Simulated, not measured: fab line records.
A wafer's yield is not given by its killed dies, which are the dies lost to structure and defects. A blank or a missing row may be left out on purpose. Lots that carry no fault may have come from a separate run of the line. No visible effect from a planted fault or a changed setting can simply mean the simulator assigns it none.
Comparing a struck lot with a sound one :: flow sky130 :: 23 steps out of a route of 708
Sound: the wafers L627.2, L627.5, L627.6. Struck: wafers L633.2, L633.3, L633.6. Last of all comes the cause.
Order at every step that has rows: each side's tool, ch and its chambers, its first start. Under that, the readings that differ: sound wafers :: struck wafers :: difference of the means :: sigmas: that difference in standard deviations of wafers without a fault.
alike: readings with means less than 2 such deviations apart, plus words and numbers identical on both sides. not compared: withheld readings, readings lacking a value on some wafer, bounds such as >300 that could conceal the same value, and numbers that have no deviation in the record and whose values overlap.
Wherever a step has rows on one side only, a row that says differs or no value, or a row with sigmas, the two part there. Numbers that don't overlap but have no deviation are shown without sigmas and don't part them. Lack of a reading on every wafer of one side parts them only where that side has two or more wafers.

SKY_LOCAL_INTERCONNECT_STRIP_15: strips in O2/N2.
  sound on plasma-asher-02 ch 0,1, day 33 00:17; struck on plasma-asher-04 ch 0,1, day 35 04:26
  alike: drypump-motor-current-A, o2-flow-sccm, oes-product-au, strip-time-to-endpoint-s
  not compared: rf-hours-counter-h
then, 3 steps without rows for these wafers: SKY_LOCAL_INTERCONNECT_STRIP_16 (strips in post etch residue remover, time 1200 s); SKY_LOCAL_INTERCONNECT_CLEAN_17 (cleans in IPA, time 180 s); SKY_LOCAL_INTERCONNECT_CLEAN_18 (cleans in O3/DIW).
SKY_CONTACT_CVD_00: deposits Si3N4, target thk 75 nm.
  sound on pecvd-02 ch 0,1, day 33 00:53; struck on pecvd-02 ch 0,1, day 35 05:02
  alike: heater-power-w
SKY_CONTACT_THK_MEAS_01:
  sound on film-metro-02 at day 33 00:56; struck on film-metro-03 at day 35 05:04
  alike: CONTACT_CVD_00_THK
then, 1 step without rows for these wafers: SKY_CONTACT_HDPCVD_02 (deposits SiO2, target thk 565 nm, time 94.2 s).
SKY_CONTACT_THK_MEAS_03:
  sound on film-metro-02 at day 33 01:03; struck on film-metro-02 at day 35 05:12
  alike: CONTACT_HDPCVD_THK
SKY_CONTACT_CMP_04: polishes SiO2.
  sound on cmp-01 ch 0,3, day 33 01:06; struck on cmp-01 ch 0,2,3, day 35 05:15
  alike: motor-current-A, retaining-ring-pressure-frac, time-to-endpoint-s
SKY_CONTACT_BOW_MEAS_05:
  sound on film-metro-02 at day 33 01:25; struck on film-metro-01 at day 35 05:34
  alike: CONTACT_BOW
then, 2 steps without rows for these wafers: SKY_CONTACT_DEHYDRATE_06 (time 60 s); SKY_CONTACT_HMDS_07 (prime time 60 s).
SKY_CONTACT_COAT_08: resist thk 60 nm.
  sound on litho-track-03 ch 0, day 33 14:41; struck on litho-track-01 ch 0, day 35 18:21
reading: spin-speed-rpm (rpm)
sound: 3000.6 3000.1 3000.6
struck: 2517.3 2518.8 2517.9
difference: -482.4
sigmas: -99 or more
  alike: dispense-pressure-kPa
then, 5 steps without rows for these wafers: SKY_CONTACT_COAT_09 (resist thk 450 nm); SKY_CONTACT_SOFTBAKE_10 (time 90 s); SKY_CONTACT_EXPOSE_11 (exposes mask CTM1, target cd 170 nm); SKY_CONTACT_PEB_12; SKY_CONTACT_DEVELOP_13 (develop time 60 s).
SKY_CONTACT_CD_MEAS_14: the cd target is 170 nm.
  sound on cd-sem-02 at day 34 04:20; struck on cd-sem-01 at day 36 07:42
  alike: cd-nm
SKY_CONTACT_OVL_MEAS_15:
  sound on overlay-02 at day 34 04:27; struck on overlay-01 at day 36 07:49
  alike: CONTACT_OVL
SKY_CONTACT_ETCH_16: etches BARC in N2/H2, stops on SiO2, time 45.9 s, target depth 60 nm.
  sound on rie-diel-02 ch 0,1,2, day 34 04:29; struck on rie-diel-02 ch 0,1,2, day 36 07:50
reading: oes-product-au (a.u.)
sound: 0.863 0.853 0.855
struck: 0.897 0.904 0.903
difference: +0.044
sigmas: +9

reading: model.etch.depth-nm (nm)
sound: 59.99 59.98 59.76
struck: 65.78 65.8 65.75
difference: +5.87
sigmas: 
  alike: drypump-motor-current-A, throttle-valve-pct
  not compared: rf-hours-counter-h
SKY_CONTACT_ETCH_17: etches SiO2 in C4F8/O2/Ar, stops on Si3N4, target depth 340 nm.
  sound on rie-diel-02 ch 0,1,2, day 34 04:31; struck on rie-diel-02 ch 0,1,2, day 36 07:53
  alike: oes-product-au
-- the record jumps here: 13 days lie between the struck wafers' starts before and after (it left off in module CONTACT and takes up again in module PAD_OPEN, whose first step shown is number 708 of the route) --
SKY_PAD_OPEN_PROBE_99:
  rows exist in the record for the struck wafers here (prober-01, day 49 09:35), but not for the sound ones

## WHERE THEY PART
At SKY_CONTACT_COAT_08 first; at SKY_PAD_OPEN_PROBE_99 last (within this record only).

WHY: whatever the simulator had introduced
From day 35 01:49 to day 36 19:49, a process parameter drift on litho-track-01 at SKY_CONTACT_COAT_08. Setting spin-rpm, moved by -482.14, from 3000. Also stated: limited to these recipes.
